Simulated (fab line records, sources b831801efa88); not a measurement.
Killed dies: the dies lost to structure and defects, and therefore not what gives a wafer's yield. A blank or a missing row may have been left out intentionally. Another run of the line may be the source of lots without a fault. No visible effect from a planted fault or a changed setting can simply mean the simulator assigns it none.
fab line records	flow gf180mcu
record: lots: 12	wafers: 36	last-day: 34
route steps=602 shown M4@471 MIM@507 V5@558 PASSIVATION@587
lots untouched by any fault: they come from a run of this same line in which no faults occurred
start-h: hours from the record's first day to the start of the lot's first wafer shown	wait-h: hours from the lot's prior step to this one	" as in the row above	L1.1+2: one row covering several wafers at once	- value missing, or start not given	* or withheld: withheld	< > ~ a bound
route shown NAME@n: NAME is a module with steps in the file, n the number in the route of the first one	usual: the fault-free wafers' mean and standard deviation	same: alike in all rows	chamber/n: place in a boat	sites: each site's reading	_std_site: standard deviation across them	_edge_site: the outer-site mean with the inner-site mean subtracted	radius-mm: how far each site lies from the wafer's centre	mask NAME#n: copy n	behind: tool/chamber where the wafer was last shaped	hold: what put the lot on hold/how long, in hours/how the hold closed	device: the transistor (n, p or np) that didn't switch	end of line: the tests these same wafers got at the end of their route	a step given without rows: its recipe and nothing more	killed: at the first sort, the dies lost to defects and structure; wafer yield is something else	map: dies across one wafer; x = killed, . = not, _ = none there
set.NAME: the setting the step ran with; set.NAME@STEP: the setting that earlier step ran with	model.NAME: the simulator's own value behind a step, which no gauge read
steps of the route over a sample of lots; a table a step, a row a wafer
services: when a tool's chamber went out of use (start-h, in hours from the record's first day, below 0 if earlier), for how many hours, and the reason
== steps ==
step: GF_M4_OVL_MEAS_15
usual: M4_OVL: -7/5.5
lot.wafer	tool	chamber	start-h	wait-h	M4_OVL[nm]
L747.1	overlay-01	-	544.45	0.1	1
L747.3	"	-	"	"	0
L747.6	"	-	"	"	-5
L748.1	overlay-02	-	548.50	0.1	-8
L748.2	"	-	"	"	-9
L748.3	"	-	"	"	-14
L751.2	overlay-02	-	578.55	0.1	-6
L751.3	"	-	"	"	-5
L751.4	"	-	"	"	-7
L752.3	overlay-02	-	588.10	0.1	-1
L752.4	"	-	"	"	-1
L752.5	"	-	"	"	0
L753.2	overlay-01	-	592.01	0.1	4
L753.3	"	-	"	"	-13
L753.6	"	-	"	"	-2
L754.4	overlay-01	-	597.51	0.1	-1
L754.5	"	-	"	"	0
L754.6	"	-	"	"	1
L755.1	overlay-02	-	604.55	0.1	-3
L755.4	"	-	"	"	-8
L755.6	"	-	"	"	-12
L761.4	overlay-01	-	667.67	0.1	-10
L761.5	"	-	"	"	-3
L761.6	"	-	"	"	-8
L765.2	overlay-01	-	684.07	0.1	-1
L765.4	"	-	"	"	-8
L765.6	"	-	"	"	1
L768.1	overlay-01	-	701.84	0.1	4
L768.2	"	-	"	"	-5
L768.3	"	-	"	"	-1
L769.1	overlay-01	-	711.19	0.1	-7
L769.3	"	-	"	"	-2
L769.6	"	-	"	"	-11
L770.1	overlay-01	-	717.92	0.1	-10
L770.2	"	-	"	"	-8
L770.3	"	-	"	"	-10
step: GF_MIM_SPUTTER_04
recipe: material: TiN	target-thk-nm: 50	power-w: 6500	time-s: 41.7	chamber-pressure-pa: 0.4
usual: throttle-valve-pct: 30.0/1.3
lot.wafer	tool	chamber	start-h	wait-h	throttle-valve-pct
L747.1	pvd-sputter-02	-	570.62	0.0	29.7
L747.3	"	-	"	"	30.0
L747.6	"	-	"	"	28.5
L748.1	pvd-sputter-03	-	574.27	0.0	31.7
L748.2	"	-	"	"	32.1
L748.3	"	-	"	"	29.7
L751.2	pvd-sputter-02	-	603.38	0.0	29.6
L751.3	"	-	"	"	29.8
L751.4	"	-	"	"	28.4
L752.3	pvd-sputter-03	-	612.71	0.0	31.5
L752.4	"	-	"	"	31.6
L752.5	"	-	"	"	29.8
L753.2	pvd-sputter-04	-	615.81	0.0	28.6
L753.3	"	-	"	"	30.3
L753.6	"	-	"	"	30.2
L754.4	pvd-sputter-02	-	621.18	0.0	30.3
L754.5	"	-	"	"	28.3
L754.6	"	-	"	"	29.9
L755.1	pvd-sputter-04	-	628.18	0.0	27.6
L755.4	"	-	"	"	28.8
L755.6	"	-	"	"	27.7
L761.4	pvd-sputter-03	-	690.08	0.0	29.8
L761.5	"	-	"	"	31.4
L761.6	"	-	"	"	32.1
L765.2	pvd-sputter-03	-	705.82	0.0	31.4
L765.4	"	-	"	"	31.6
L765.6	"	-	"	"	32.1
L768.1	pvd-sputter-02	-	723.17	0.0	27.8
L768.2	"	-	"	"	30.0
L768.3	"	-	"	"	29.6
L769.1	pvd-sputter-02	-	732.07	0.0	28.3
L769.3	"	-	"	"	29.8
L769.6	"	-	"	"	29.6
L770.1	pvd-sputter-02	-	738.11	0.0	28.5
L770.2	"	-	"	"	29.9
L770.3	"	-	"	"	29.8
step: GF_V5_STRIP_18
recipe: chemistry: O2/N2	power-w: 1400	pressure-mtorr: 1500	platen-temp-c: 250	o2-flow-sccm: 3000	n2-flow-sccm: 300	overash-fraction: 0.5
usual: drypump-motor-current-A: 5.4/0.63	heater-power-w: 345/35	n2-flow-sccm: 300.0/0.88	oes-product-au: 0.570/0.0052
lot.wafer	tool	chamber	start-h	wait-h	drypump-motor-current-A	heater-power-w	n2-flow-sccm	oes-product-au	rf-hours-counter-h
L747.1	plasma-asher-03	0	636.01	-	4.8	397	299.8	0.571	83
L747.3	"	0	"	"	4.8	381	300.3	0.575	-
L747.6	"	1	"	"	4.8	363	299.3	0.568	-
L748.1	plasma-asher-02	1	639.79	-	6.4	353	299.9	0.573	55
L748.2	"	0	"	"	6.3	313	299.3	0.556	55
L748.3	"	1	"	"	6.4	351	300.7	0.575	-
L751.2	plasma-asher-03	0	665.34	-	4.8	405	301.0	0.567	86
L751.3	"	1	"	"	4.8	359	298.4	0.569	-
L751.4	"	0	"	"	4.8	395	300.2	0.569	-
L752.3	plasma-asher-04	0	673.86	-	5.2	310	300.4	0.569	-
L752.4	"	1	"	"	5.3	300	300.2	0.571	-
L752.5	"	0	"	"	5.2	306	299.2	0.571	-
L753.2	plasma-asher-02	0	677.34	-	6.3	304	299.7	0.560	59
L753.3	"	0	"	"	6.3	317	300.3	0.559	-
L753.6	"	1	"	"	6.4	358	298.9	0.565	-
L754.4	plasma-asher-04	1	683.30	-	5.4	306	299.7	0.570	-
L754.5	"	0	"	"	5.2	304	301.0	0.566	-
L754.6	"	1	"	"	5.4	292	298.4	0.574	-
L755.1	plasma-asher-03	1	689.26	-	4.8	361	301.9	0.573	88
L755.4	"	1	"	"	4.8	373	299.5	0.567	-
L755.6	"	0	"	"	4.8	401	298.6	0.570	-
L761.4	plasma-asher-04	1	746.12	-	5.3	314	300.0	0.568	-
L761.5	"	1	"	"	5.3	318	300.2	0.577	-
L761.6	"	0	"	"	5.2	322	299.9	0.562	-
L765.2	plasma-asher-02	1	760.23	-	6.4	357	300.7	0.573	69
L765.4	"	0	"	"	6.3	311	300.3	0.566	-
L765.6	"	0	"	"	6.3	312	299.1	0.560	-
L768.1	plasma-asher-03	0	777.29	-	4.8	411	301.1	0.567	97
L768.2	"	1	"	"	4.8	357	298.7	0.568	97
L768.3	"	1	"	"	4.8	359	299.9	0.575	-
L769.1	plasma-asher-03	1	785.78	-	4.8	366	300.2	0.577	98
L769.3	"	0	"	"	4.8	400	300.7	0.572	-
L769.6	"	1	"	"	4.8	361	300.0	0.568	-
L770.1	plasma-asher-03	1	790.18	-	4.8	374	300.4	0.582	98
L770.2	"	0	"	"	4.8	387	300.4	0.564	98
L770.3	"	0	"	"	4.8	395	301.7	0.566	-
step: GF_PASSIVATION_CVD_00
recipe: material: SiO2	target-thk-nm: 1000	precursor: TEOS	temp-c: 400	time-s: 111.95	rf-w: 600
usual: heater-power-outer-w: 339/59	heater-power-w: 604/94	susceptor-temp-C: 399.99/0.23
lot.wafer	tool	chamber	start-h	wait-h	heater-power-outer-w	heater-power-w	susceptor-temp-C
L747.1	pecvd-02	1	657.97	0.0	330	616	400.09
L747.3	"	2	"	"	326	579	399.91
L747.6	"	2	"	"	224	459	400.09
L748.1	pecvd-02	2	662.59	0.0	281	541	399.97
L748.2	"	0	"	"	387	656	399.78
L748.3	"	1	"	"	343	618	399.97
L751.2	pecvd-01	2	687.62	0.0	336	658	399.77
L751.3	"	1	"	"	304	534	400.13
L751.4	"	2	"	"	351	701	399.45
L752.3	pecvd-01	1	694.74	0.0	300	524	400.18
L752.4	"	1	"	"	328	551	400.13
L752.5	"	0	"	"	308	482	400.23
L753.2	pecvd-01	1	698.43	0.0	274	469	399.86
L753.3	"	0	"	"	353	531	400.28
L753.6	"	0	"	"	377	592	400.11
L754.4	pecvd-01	0	704.02	0.0	403	586	399.89
L754.5	"	2	"	"	357	709	400.06
L754.6	"	1	"	"	304	527	400.19
L755.1	pecvd-01	1	710.16	0.0	292	557	400.01
L755.4	"	0	"	"	368	573	400.20
L755.6	"	1	"	"	317	543	400.10
L761.4	pecvd-01	2	765.10	0.0	333	667	399.84
L761.5	"	0	"	"	359	567	399.69
L761.6	"	1	"	"	300	521	400.03
L765.2	pecvd-01	1	778.86	0.0	263	486	399.95
L765.4	"	2	"	"	266	564	399.94
L765.6	"	0	"	"	377	571	399.73
L768.1	pecvd-02	0	795.28	0.0	410	695	399.88
L768.2	"	1	"	"	388	708	400.19
L768.3	"	2	"	"	283	528	399.69
L769.1	pecvd-02	1	803.12	0.0	415	738	400.30
L769.3	"	2	"	"	234	469	400.35
L769.6	"	2	"	"	280	523	400.29
L770.1	pecvd-02	2	808.02	0.0	258	505	400.15
L770.2	"	1	"	"	425	762	400.12
L770.3	"	0	"	"	462	755	399.91
step: GF_PASSIVATION_THK_MEAS_01
recipe: reads: SiO2_of_PASSIVATION_CVD_00
usual: PASSIVATION_CVD_00_THK: 999/13
lot.wafer	tool	chamber	start-h	wait-h	PASSIVATION_CVD_00_THK[nm]
L747.1	film-metro-02	-	658.09	0.1	1006
L747.3	"	-	"	"	1011
L747.6	"	-	"	"	1010
L748.1	film-metro-01	-	662.67	0.0	1003
L748.2	"	-	"	"	986
L748.3	"	-	"	"	1009
L751.2	film-metro-01	-	687.71	0.0	983
L751.3	"	-	"	"	975
L751.4	"	-	"	"	989
L752.3	film-metro-01	-	694.84	0.1	982
L752.4	"	-	"	"	993
L752.5	"	-	"	"	1010
L753.2	film-metro-02	-	698.52	0.0	964
L753.3	"	-	"	"	976
L753.6	"	-	"	"	996
L754.4	film-metro-01	-	704.09	0.0	1002
L754.5	"	-	"	"	1016
L754.6	"	-	"	"	997
L755.1	film-metro-04	-	710.24	0.0	985
L755.4	"	-	"	"	1020
L755.6	"	-	"	"	1008
L761.4	film-metro-02	-	765.17	0.0	1013
L761.5	"	-	"	"	1034
L761.6	"	-	"	"	717
L765.2	film-metro-01	-	778.95	0.0	973
L765.4	"	-	"	"	1009
L765.6	"	-	"	"	722
L768.1	film-metro-04	-	795.36	0.0	977
L768.2	"	-	"	"	998
L768.3	"	-	"	"	977
L769.1	film-metro-04	-	803.20	0.0	1001
L769.3	"	-	"	"	991
L769.6	"	-	"	"	1001
L770.1	film-metro-04	-	808.09	0.0	1009
L770.2	"	-	"	"	1001
L770.3	"	-	"	"	990
== services ==
tool	chamber	start-h	hours	kind
pvd-sputter-02	-	549.32	2.9	repair
pvd-sputter-02	1	565.18	-	consumable-replace:kit
pvd-sputter-02	1	565.18	18.0	scheduled-down
pvd-sputter-02	1	565.18	18.0	vent-cycle
pvd-sputter-04	-	568.94	2.7	repair
plasma-asher-03	-	594.91	2.7	repair
plasma-asher-04	-	606.65	28.1	pm
pecvd-02	-	634.86	1.7	repair
pecvd-02	0	637.56	22.0	repair
pecvd-01	-	648.21	2.8	pm
pecvd-01	1	663.68	-	calibration
plasma-asher-03	-	673.03	0.6	repair
pvd-sputter-02	0	699.53	-	consumable-replace:kit
pvd-sputter-02	0	699.53	18.0	scheduled-down
pvd-sputter-02	0	699.53	18.0	vent-cycle
plasma-asher-03	-	728.11	3.9	repair
plasma-asher-04	-	733.75	9.0	pm
pecvd-02	1	733.88	9.7	repair
pvd-sputter-04	-	740.50	6.0	repair
pecvd-01	2	756.46	3.8	repair
plasma-asher-03	-	756.84	2.8	pm
pvd-sputter-02	3	780.14	-	consumable-replace:kit
plasma-asher-03	-	797.30	0.8	repair
pvd-sputter-03	-	806.87	16.1	repair
== key ==
first-sign: step: GF_PASSIVATION_THK_MEAS_01	reading: PASSIVATION_CVD_00_THK	direction: down	sigmas: 22	usual: 999	struck: 719
effect none on later readings
met-at GF_PASSIVATION_CVD_00
struck-lots L761,L765
struck-wafers L761.6,L765.6
not-acting-at GF_M4_OVL_MEAS_15,GF_MIM_SPUTTER_04,GF_V5_STRIP_18
onset-between 710.16 765.10
fault: kind: process-parameter-drift	tool: pecvd-01	chamber: -	onset-h: 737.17	steps: GF_PASSIVATION_CVD_00	channel: target-thk-nm	offset: -289.18	shape: step	end-h: 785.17	scope: struck-wafers-only	acts-in: these-recipes-only	stated: 1000
